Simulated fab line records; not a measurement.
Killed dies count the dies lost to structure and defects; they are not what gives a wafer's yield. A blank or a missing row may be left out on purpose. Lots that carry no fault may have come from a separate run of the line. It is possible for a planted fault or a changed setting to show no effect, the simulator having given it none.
A lot that was struck, set against a sound lot :: flow sky130 :: 15 steps out of a route of 708
Sound: wafers L846.2, L846.4, L846.5. Struck: wafer L852.2. (L852.6 of the same lot was not struck and is left out.) The cause comes at the end.
Each step with rows lists, per side, the tool, then ch with its chambers, then its first start. Under that, the readings that differ: sound wafers :: struck wafers :: difference of the means :: sigmas: that difference in standard deviations of wafers without a fault.
alike: a reading whose means differ by less than 2 such deviations, as well as words and numbers matching on both sides. not compared: withheld readings; readings where some wafer has no value; bounds like >300 that might hide an equal value; numbers whose values overlap and for which the record gives no deviation.
The two part at a step that has a row with sigmas, a row that says differs or no value, or rows on one side only. Numbers that have no deviation but don't overlap get no sigmas and don't part them. Lack of a reading on every wafer of one side parts them only where that side has two or more wafers.

first, 5 steps without rows for these wafers: SKY_LDD_HVN_COAT_02 (resist thk 300 nm); SKY_LDD_HVN_SOFTBAKE_03 (time 60 s); SKY_LDD_HVN_EXPOSE_04 (exposes mask HVNTM, target cd 700 nm); SKY_LDD_HVN_PEB_05; SKY_LDD_HVN_DEVELOP_06 (develop time 60 s).
SKY_LDD_HVN_OVL_MEAS_07:
  sound on overlay-01 at day 21 07:58; struck on overlay-02 at day 23 13:37
  alike: LDD_HVN_OVL
after that, 1 step had no rows for these wafers: SKY_LDD_HVN_IMPLANT_08.
SKY_LDD_HVN_STRIP_09: strips in O2/N2.
  sound on plasma-asher-02 ch 0,1, day 21 08:08; struck on plasma-asher-03 ch 0, day 23 13:47
  alike: drypump-motor-current-A, oes-product-au, strip-time-to-endpoint-s
  not compared: rf-hours-counter-h
SKY_LDD_HVN_TW_MEAS_10:
  sound on film-metro-03 at day 21 08:15; struck on film-metro-03 at day 23 13:54
  alike: LDD_HVN_TW
then, 3 steps without rows for these wafers: SKY_LDD_HVP_DEHYDRATE_00 (time 60 s); SKY_LDD_HVP_HMDS_01 (prime time 60 s); SKY_LDD_HVP_COAT_02 (resist thk 300 nm).
SKY_LDD_HVP_SOFTBAKE_03: time 60 s.
  sound on litho-track-02 ch 0, day 21 23:16; struck on litho-track-03 ch 0, day 24 04:39
reading: heater-power-total-W (W)
sound: 56.59 56.63 56.66
struck: 61.64
difference: +5.01
sigmas: +99 or more

reading: run-length-s (s)
sound: 89.42 89.26 89.61
struck: 75.36
difference: -14.07
sigmas: -99 or more
then, 1 step without rows for these wafers: SKY_LDD_HVP_EXPOSE_04 (exposes mask HVPTM, target cd 700 nm).
-- record jumps: 24 days separate the struck wafers' starts on either side; left off in module LDD_HVP, taken up again in module PAD_OPEN, whose first shown step is the route's number 708 --
SKY_PAD_OPEN_PROBE_99:
  only the struck wafers here have rows in the record (prober-02, day 47 19:02); the sound ones have none

## WHERE THEY PART
Earliest at SKY_LDD_HVP_SOFTBAKE_03; latest, in this record, at SKY_PAD_OPEN_PROBE_99.

WHY: what the simulator had put in
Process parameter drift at SKY_LDD_HVP_SOFTBAKE_03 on litho-track-03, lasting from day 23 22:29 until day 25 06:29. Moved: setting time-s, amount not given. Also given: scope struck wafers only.
